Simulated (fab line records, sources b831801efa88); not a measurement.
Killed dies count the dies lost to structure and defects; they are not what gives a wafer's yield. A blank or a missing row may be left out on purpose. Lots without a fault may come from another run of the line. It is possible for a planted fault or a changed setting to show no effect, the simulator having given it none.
fab line records    flow sky130
record lots=6  wafers=18  lastDay=50
route steps=708 shown RES_XHIGH@339 SD_N@342 PAD_OPEN@708
lots that met no fault: from a run of the same line without faults
startH: hours from the record's opening day to when the first of the lot's shown wafers began    waitH: hours from the lot's prior step to this one    " repeats the value in the row above    L1.1+2: several wafers, shown together as one row    - either no value or no given start    * or withheld: withheld    < > ~ a bound
route shown NAME@n: a module of which the file shows steps, and the number in the route of the first    usual: mean/standard deviation taken from wafers without a fault    same: alike in all rows    chamber/n: place in a boat    sites: each site's reading    _std_site: standard deviation of those values    _edge_site: inner sites' mean taken away from outer sites' mean    radiusMm: how far each site lies from the wafer's centre    mask NAME#n: copy n    behind: the most recent tool/chamber to have shaped the wafer    hold: the reason the lot was held/the length of the hold in hours/how it ended    device: names the non-switching transistor (n, p or np)    end of line: at the end of the route, the tests of the same wafers    a step with no rows: only its recipe    killed: count of dies lost to structure and defects at first sort (not the wafer's yield)    map: per-die view of a wafer (x killed, . not killed, _ where there is no die)
set.NAME: the setting the step ran with; set.NAME@STEP: the setting that earlier step ran with    model.NAME: the simulator's own value behind a step, which no gauge read
lots seen at some steps along the route; tables by step, rows by wafer
services: a tool's chamber out of use, with start hour (startH, from the record's first day; less than 0 if before it), hours out, and reason
## steps
# step SKY_RES_XHIGH_IMPLANT_07
# recipe species=BF2  energyKev=20  doseCm2=3.6e+14  tiltDeg=0
# step SKY_RES_XHIGH_STRIP_08
# recipe chemistry=O2/N2  powerW=1400  pressureMtorr=1500  platenTempC=withheld  o2FlowSccm=3000  n2FlowSccm=300  overashFraction=0.5
# usual drypumpMotorCurrentA=5.6/0.36  oesProductAu=0.710/0.0044  stripTimeToEndpointS=14.28/0.049
lot.wafer  tool            chamber  startH  waitH  drypumpMotorCurrentA  oesProductAu  rfHoursCounterH  stripTimeToEndpointS
L794.4     plasmaAsher-02  0        644.37  0.1    6.4                   0.709         -                14.31
L794.5     "               0        "       "      6.4                   0.710         -                14.32
L794.6     "               1        "       "      5.4                   0.716         -                14.31
L803.1     plasmaAsher-02  1        729.58  0.1    5.4                   0.714         103              14.27
L803.5     "               0        "       "      6.3                   0.712         -                14.26
L803.6     "               1        "       "      5.4                   0.709         -                14.22
L805.1     plasmaAsher-01  0        739.83  0.1    5.3                   0.710         63               14.33
L805.2     "               1        "       "      5.3                   0.710         63               14.33
L805.5     "               0        "       "      5.4                   0.713         -                14.29
L808.1     plasmaAsher-01  0        747.76  0.1    5.4                   0.710         64               14.24
L808.3     "               0        "       "      5.3                   0.699         -                14.25
L808.5     "               1        "       "      5.3                   0.706         -                14.27
L812.2     plasmaAsher-01  1        774.68  0.1    5.3                   0.712         66               14.31
L812.4     "               1        "       "      5.3                   0.711         -                14.31
L812.5     "               0        "       "      5.4                   0.717         -                14.33
L813.1     plasmaAsher-01  0        783.13  0.1    5.3                   0.706         67               14.37
L813.2     "               1        "       "      5.4                   0.708         67               14.32
L813.3     "               1        "       "      5.3                   0.715         -                14.34
# step SKY_RES_XHIGH_TW_MEAS_09
# usual RES_XHIGH_TW=1612/8.5
lot.wafer  tool          chamber  startH  waitH  RES_XHIGH_TW
L794.4     filmMetro-02  -        644.47  0.1    1608
L794.5     "             -        "       "      1611
L794.6     "             -        "       "      1606
L803.1     filmMetro-02  -        729.68  0.1    1605
L803.5     "             -        "       "      1613
L803.6     "             -        "       "      1605
L805.1     filmMetro-02  -        739.93  0.1    1609
L805.2     "             -        "       "      1606
L805.5     "             -        "       "      1612
L808.1     filmMetro-01  -        747.86  0.1    1613
L808.3     "             -        "       "      1605
L808.5     "             -        "       "      1618
L812.2     filmMetro-04  -        774.79  0.1    1621
L812.4     "             -        "       "      1621
L812.5     "             -        "       "      1624
L813.1     filmMetro-02  -        783.23  0.1    1608
L813.2     "             -        "       "      1611
L813.3     "             -        "       "      1615
# step SKY_SD_N_DEHYDRATE_00
# recipe tempC=200  timeS=60
# step SKY_SD_N_HMDS_01
# recipe primeTimeS=60  primeTempC=120
# step SKY_SD_N_COAT_02
# recipe resist=NOVOLAK  spinRpm=3000  resistThkNm=1140
# step SKY_SD_N_SOFTBAKE_03
# recipe tempC=90  timeS=60  resist=NOVOLAK
# step SKY_SD_N_EXPOSE_04
# recipe maskId=NSDM  na=0.6  sourceShape=conventional  sigmaOuter=0.6  polarization=unpolarized  targetCdNm=380  doseMj=141
# step SKY_SD_N_PEB_05
# recipe tempC=withheld  timeS=*  resist=NOVOLAK
# step SKY_SD_N_DEVELOP_06
# recipe resist=NOVOLAK  developer=TMAH  developTimeS=60  devTempC=23
# step SKY_SD_N_CD_MEAS_07
# recipe targetCdNm=380
# usual cdNm=380.2/2.1
lot.wafer  tool      chamber  startH  waitH  cdNm
L794.4     cdSem-01  -        672.62  0.1    379.0
L794.5     "         -        "       "      378.4
L794.6     "         -        "       "      377.7
L803.1     cdSem-01  -        756.31  0.1    378.8
L803.5     "         -        "       "      377.9
L803.6     "         -        "       "      381.3
L805.1     cdSem-02  -        766.91  0.1    379.8
L805.2     "         -        "       "      378.9
L805.5     "         -        "       "      379.3
L808.1     cdSem-02  -        775.26  0.1    381.5
L808.3     "         -        "       "      378.3
L808.5     "         -        "       "      379.6
L812.2     cdSem-02  -        801.08  0.1    378.9
L812.4     "         -        "       "      381.9
L812.5     "         -        "       "      379.5
L813.1     cdSem-01  -        810.38  0.1    381.0
L813.2     "         -        "       "      379.7
L813.3     "         -        "       "      381.0
# step SKY_SD_N_OVL_MEAS_08
# usual SD_N_OVL=0.1/1.5
lot.wafer  tool        chamber  startH  waitH  SD_N_OVL[nm]
L794.4     overlay-01  -        672.70  0.1    -0.6
L794.5     "           -        "       "      -1.5
L794.6     "           -        "       "      -1.8
L803.1     overlay-02  -        756.43  0.1    0.9
L803.5     "           -        "       "      1.9
L803.6     "           -        "       "      3.3
L805.1     overlay-01  -        767.03  0.1    0.3
L805.2     "           -        "       "      -0.6
L805.5     "           -        "       "      0.3
L808.1     overlay-01  -        775.38  0.1    -0.1
L808.3     "           -        "       "      0.0
L808.5     "           -        "       "      0.8
L812.2     overlay-02  -        801.19  0.1    0.8
L812.4     "           -        "       "      2.5
L812.5     "           -        "       "      -0.8
L813.1     overlay-01  -        810.50  0.1    0.1
L813.2     "           -        "       "      -1.6
L813.3     "           -        "       "      0.4
# step SKY_SD_N_IMPLANT_09
# recipe species=As  energyKev=50  doseCm2=4e+15  tiltDeg=0
# usual beamEnergyKeV=50.000/0.019
lot.wafer  tool          chamber  startH  waitH  beamEnergyKeV  model.implant.rpNm  model.implant.drpNm
L794.4     implanter-02  0        672.80  0.1    49.953         33.08               14.11
L794.5     "             0        "       "      50.001         33.08               14.11
L794.6     "             0        "       "      49.985         33.08               14.11
L803.1     implanter-04  0        756.47  0.0    50.005         32.96               14.11
L803.5     "             0        "       "      50.032         32.96               14.11
L803.6     "             0        "       "      49.997         32.96               14.11
L805.1     implanter-02  0        767.07  0.0    60.941         36.93               16.4
L805.2     "             0        "       "      60.919         36.93               16.4
L805.5     "             0        "       "      60.931         36.93               16.4
L808.1     implanter-02  0        775.42  0.0    60.973         37.13               16.4
L808.3     "             0        "       "      60.966         37.13               16.4
L808.5     "             0        "       "      60.959         37.13               16.4
L812.2     implanter-01  0        801.25  0.0    49.994         32.21               14.11
L812.4     "             0        "       "      50.014         32.21               14.11
L812.5     "             0        "       "      50.008         32.21               14.11
L813.1     implanter-01  0        810.54  0.0    50.005         31.66               14.11
L813.2     "             0        "       "      49.982         31.66               14.11
L813.3     "             0        "       "      49.998         31.66               14.11
# step SKY_SD_N_IMPLANT_10
# recipe species=P  energyKev=20  doseCm2=1e+14  tiltDeg=0
# step SKY_SD_N_STRIP_11
# recipe chemistry=O2/N2  powerW=1400  pressureMtorr=1500  platenTempC=withheld  o2FlowSccm=3000  n2FlowSccm=300  overashFraction=0.5
# usual drypumpMotorCurrentA=5.5/0.36  oesProductAu=0.527/0.0044  stripTimeToEndpointS=22.54/0.043
lot.wafer  tool            chamber  startH  waitH  drypumpMotorCurrentA  oesProductAu  rfHoursCounterH  stripTimeToEndpointS
L794.4     plasmaAsher-03  1        673.05  0.1    5.4                   0.536         -                22.50
L794.5     "               1        "       "      5.4                   0.521         -                22.48
L794.6     "               0        "       "      5.3                   0.523         -                22.50
L803.1     plasmaAsher-02  0        756.77  0.1    6.4                   0.531         1                22.53
L803.5     "               0        "       "      6.4                   0.521         -                22.56
L803.6     "               1        "       "      5.4                   0.522         -                22.54
L805.1     plasmaAsher-03  0        767.37  0.1    5.2                   0.512         33               24.24
L805.2     "               1        "       "      5.4                   0.507         33               24.19
L805.5     "               1        "       "      5.4                   0.512         -                24.23
L808.1     plasmaAsher-02  1        775.72  0.1    5.4                   0.513         3                24.19
L808.3     "               1        "       "      5.4                   0.508         -                24.18
L808.5     "               1        "       "      5.4                   0.507         -                24.20
L812.2     plasmaAsher-03  0        801.52  0.1    5.3                   0.522         36               22.45
L812.4     "               1        "       "      5.4                   0.532         -                22.49
L812.5     "               1        "       "      5.4                   0.524         -                22.49
L813.1     plasmaAsher-02  1        810.84  0.1    5.4                   0.520         7                22.51
L813.2     "               0        "       "      6.4                   0.525         7                22.48
L813.3     "               0        "       "      6.4                   0.530         -                22.54
# step SKY_SD_N_TW_MEAS_12
# usual SD_N_TW=3922/24
lot.wafer  tool          chamber  startH  waitH  hold                     SD_N_TW
L794.4     filmMetro-04  -        673.15  0.1    -                        3941
L794.5     "             -        "       "      -                        3967
L794.6     "             -        "       "      -                        3964
L803.1     filmMetro-02  -        756.87  0.1    -                        3910
L803.5     "             -        "       "      -                        3894
L803.6     "             -        "       "      -                        3885
L805.1     filmMetro-04  -        767.47  0.1    awaitDispo/0.2h/release  4125
L805.2     "             -        "       "      awaitDispo/0.2h/release  4144
L805.5     "             -        "       "      awaitDispo/0.2h/release  4127
L805.1     filmMetro-04  -        767.78  0.3    -                        4142
L805.2     "             -        "       "      -                        4145
L805.5     "             -        "       "      -                        4129
L808.1     filmMetro-01  -        775.82  0.1    awaitDispo/0.2h/release  4103
L808.3     "             -        "       "      awaitDispo/0.2h/release  4098
L808.5     "             -        "       "      awaitDispo/0.2h/release  4107
L808.1     filmMetro-01  -        776.09  0.3    -                        4092
L808.3     "             -        "       "      -                        4112
L808.5     "             -        "       "      -                        4094
L812.2     filmMetro-02  -        801.63  0.1    -                        3931
L812.4     "             -        "       "      -                        3892
L812.5     "             -        "       "      -                        3880
L813.1     filmMetro-02  -        810.94  0.1    -                        3920
L813.2     "             -        "       "      -                        3903
L813.3     "             -        "       "      -                        3898
# step SKY_SD_N_RTA_14
# recipe tempC=1075  timeS=2  idleTempC=650  rampUpCPerS=150  rampDownCPerS=90  ambient=N2
# usual annealTempCMax=1082.5/1.7  lampPowerPct=15.73/0.05  rampUpCPerS=150.00/0.029  wafer_temp_C_max=1078.0/1.2
lot.wafer  tool          chamber  startH  waitH  annealTempCMax  lampPowerPct  rampUpCPerS  wafer_temp_C_max
L794.4     rtpAnneal-02  0        673.26  0.0    1081.6          15.76         149.98       1076.4
L794.5     "             0        "       "      1083.5          15.88         150.02       1076.9
L794.6     "             0        "       "      1082.1          15.62         150.02       1078.0
L803.1     rtpAnneal-01  0        756.98  0.0    1085.3          15.79         150.04       1079.1
L803.5     "             0        "       "      1085.2          15.73         149.96       1076.8
L803.6     "             0        "       "      1088.2          15.76         150.00       1074.8
L805.1     rtpAnneal-01  0        771.69  0.0    1081.5          15.75         150.01       1076.1
L805.2     "             0        "       "      1085.2          15.71         150.01       1076.1
L805.5     "             0        "       "      1082.9          15.76         150.00       1077.7
L808.1     rtpAnneal-02  0        776.87  0.0    1080.3          15.76         149.96       1076.9
L808.3     "             0        "       "      1080.2          15.77         150.02       1077.5
L808.5     "             0        "       "      1079.9          15.77         150.04       1077.3
L812.2     rtpAnneal-02  0        801.74  0.0    1081.6          15.78         149.98       1078.3
L812.4     "             0        "       "      1081.3          15.70         150.00       1079.1
L812.5     "             0        "       "      1082.1          15.72         150.04       1077.7
L813.1     rtpAnneal-01  0        811.05  0.0    1083.0          15.73         149.96       1080.1
L813.2     "             0        "       "      1081.8          15.73         149.98       1078.2
L813.3     "             0        "       "      1080.2          15.67         150.03       1078.1
# step SKY_SD_N_RS_MEAS_16
# recipe thkMeasGauge=four-point-probe
# usual SD_N_RS=68.63/0.1
lot.wafer  tool          chamber  startH  waitH  hold                     SD_N_RS[ohm/sq]
L794.4     filmMetro-02  -        673.46  0.1    -                        68.63
L794.5     "             -        "       "      -                        68.56
L794.6     "             -        "       "      -                        68.62
L803.1     filmMetro-04  -        757.16  0.1    -                        68.53
L803.5     "             -        "       "      -                        68.45
L803.6     "             -        "       "      -                        68.59
L805.1     filmMetro-02  -        771.88  0.1    awaitDispo/0.2h/release  61.76
L805.2     "             -        "       "      awaitDispo/0.2h/release  61.76
L805.5     "             -        "       "      awaitDispo/0.2h/release  61.68
L805.1     filmMetro-02  -        772.36  0.5    -                        61.68
L805.2     "             -        "       "      -                        61.68
L805.5     "             -        "       "      -                        61.75
L808.1     filmMetro-02  -        777.04  0.1    awaitDispo/0.2h/release  61.62
L808.3     "             -        "       "      awaitDispo/0.2h/release  61.62
L808.5     "             -        "       "      awaitDispo/0.2h/release  61.79
L808.1     filmMetro-02  -        777.33  0.3    -                        61.58
L808.3     "             -        "       "      -                        61.63
L808.5     "             -        "       "      -                        61.63
L812.2     filmMetro-01  -        801.92  0.1    -                        68.46
L812.4     "             -        "       "      -                        68.47
L812.5     "             -        "       "      -                        68.71
L813.1     filmMetro-01  -        811.22  0.1    -                        68.69
L813.2     "             -        "       "      -                        68.66
L813.3     "             -        "       "      -                        68.49
# step SKY_PAD_OPEN_PROBE_99
# usual defectLimitedYield=82.3/1.9  killed_at_M0_to_M3=43/7.4  killed_at_M4_up=3.3/2  killedAtContacts=24/5.4  killedAtFrontEnd=16/4.2  killedAtOther=0.3/0.61  killedDies=87/9.4  killedOpen=47/7.3  killedShort=40/6.7  sort_bin_3_pad_short=0.9/0.43  sort_bin_5_function=10.4/1.4  sort_bin_6_memory=6.4/1.2  sortNPass=405/9.4  sortYieldPct=82.3/1.9
# same grossDies=492  killedAtBackSide=0  sort_bin_4_leakage[%]=0  sort_bin_8_speed[%]=0
lot.wafer  tool       chamber  startH   waitH  defectLimitedYield[%]  killed_at_M0_to_M3  killed_at_M4_up  killedAtContacts  killedAtFrontEnd  killedAtOther  killedDies  killedOpen  killedShort  sort_bin_3_pad_short[%]  sort_bin_5_function[%]  sort_bin_6_memory[%]  sortNPass  sortYieldPct[%]
L812.2     prober-02  -        1187.38  0.1    85.6                   28                  4                30                9                 0              71          44          27           0                        8.3                     6.1                   421        85.6
L812.4     prober-02  -        1187.48  0.2    83.5                   38                  2                25                16                0              81          43          38           1.0                      8.7                     6.7                   411        83.5
L812.5     prober-02  -        1187.53  0.2    83.9                   40                  3                23                12                1              79          43          36           0                        9.8                     6.3                   413        83.9
# killed by level:class
L812.2 CONTACT:geometricParticle:open=13 VIA2:geometricParticle:open=10 VIA1:geometricParticle:open=6 LI_CONTACT:geometricParticle:short=6 LI_CONTACT:geometricParticle:open=6 VIA3:geometricParticle:open=4 FIELD_ISO:geometricParticle:short=3 VIA1:geometricParticle:short=3
L812.4 CONTACT:geometricParticle:open=10 VIA3:geometricParticle:open=8 POLY_GATE:geometricParticle:open=6 CONTACT:geometricParticle:short=6 VIA1:geometricParticle:open=6 METAL2:geometricParticle:short=6 VIA3:geometricParticle:short=6 LI_CONTACT:geometricParticle:open=4
L812.5 VIA1:geometricParticle:open=10 VIA2:geometricParticle:open=10 LOCAL_INTERCONNECT:geometricParticle:short=8 CONTACT:geometricParticle:open=8 FIELD_ISO:geometricParticle:short=4 VIA2:geometricParticle:short=4 VIA3:geometricParticle:open=4 SONOS_ONO:geometricParticle:short=3
## services
tool            chamber  startH  hours  kind
implanter-02    -        640.31  12.2   pm
plasmaAsher-01  -        665.34  1.1    repair
implanter-02    -        684.53  4.3    repair
implanter-04    -        685.81  2.6    repair
implanter-04    -        708.64  2.4    repair
plasmaAsher-03  -        719.11  4.5    repair
plasmaAsher-02  -        733.75  9.0    pm
plasmaAsher-02  0        733.75  9.0    ventCycle
plasmaAsher-02  1        733.75  9.0    ventCycle
plasmaAsher-02  0        742.75  -      clean
plasmaAsher-02  1        742.75  -      clean
## key
firstSign step=SKY_SD_N_IMPLANT_09  reading=beamEnergyKeV  direction=up  sigmas=99+  usual=*  struck=*
effect step=SKY_SD_N_STRIP_11  reading=stripTimeToEndpointS  direction=up  sigmas=39  usual=*  struck=*
effect step=SKY_SD_N_TW_MEAS_12  reading=visit  direction=added
effect step=SKY_SD_N_TW_MEAS_12  reading=SD_N_TW  direction=up  sigmas=8.1  usual=3922  struck=4117
effect step=SKY_SD_N_RS_MEAS_16  reading=visit  direction=added
effect step=SKY_SD_N_RS_MEAS_16  reading=SD_N_RS  direction=down  sigmas=69  usual=68.63  struck=61.71
modelEffect step=SKY_SD_N_IMPLANT_09  value=implant.rpNm  without=31.47  struck=37.03
metAt SKY_SD_N_IMPLANT_09
struckWafers L805.1,L805.2,L805.5,L808.1,L808.3,L808.5
scrappedBehind SKY_SD_N_RS_MEAS_16 L805.1,L805.2,L805.5,L808.1,L808.3,L808.5
onsetBetween 672.80 767.07
fault kind=processParameterDrift  tool=implanter-02  chamber=-  onsetH=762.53  steps=SKY_SD_N_IMPLANT_09  channel=energyKev  offset=*  shape=step  endH=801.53  actsIn=*  stated=*
